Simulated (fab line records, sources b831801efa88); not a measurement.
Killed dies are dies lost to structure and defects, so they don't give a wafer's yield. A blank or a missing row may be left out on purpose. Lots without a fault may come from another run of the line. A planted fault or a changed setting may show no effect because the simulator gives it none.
Chamber matching | flow gf180mcu | GF_V3_CVD_02 on pecvd-01: 3 sister chambers
The step deposits SiO2 from TEOS, target thk 850 nm, time 94.851 s. 3 wafers are shown with their chamber, then 7 later ones without.

WAFERS WITH THEIR CHAMBER
wafer  | chamber | heater_power_w (W)
L092.6 | 2       | 756
L093.1 | 1       | 732
L093.3 | 0       | 913

WAFERS WITHOUT THEIR CHAMBER
wafer  | heater_power_w (W)
L093.4 | 734
L095.1 | 765
L095.4 | 621
L095.6 | 894
L096.2 | 895
L096.4 | 936
L096.5 | 888

WHICH CHAMBER EACH WENT THROUGH
wafer  | from the rows above     | in truth
L093.4 | can't be placed: 1 or 2 | 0
L095.1 | can't be placed: 2 or 1 | 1
L095.4 | can't be placed: 1 or 2 | 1
L095.6 | 0                       | 0
L096.2 | 0                       | 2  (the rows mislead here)
L096.4 | 0                       | 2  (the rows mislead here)
L096.5 | 0                       | 0
Placed correctly: 2 of 7. Can't be placed from these rows: 3 (the true chamber is among the candidates in 2). Placed wrongly: 2.
How it was worked out, from the rows above alone: a wafer's distance from a chamber is the root of the sum, over the readings, of the square of ((its reading less the chamber's mean) divided by the reading's scatter). The wafer belongs to the nearest chamber; if the next one is less than 2 further off, it can't be placed. A chamber's mean is the mean of its shown wafers. The scatter: with one shown wafer a chamber, the root of the mean of the squares of how far each hidden wafer lies from its nearest shown one.
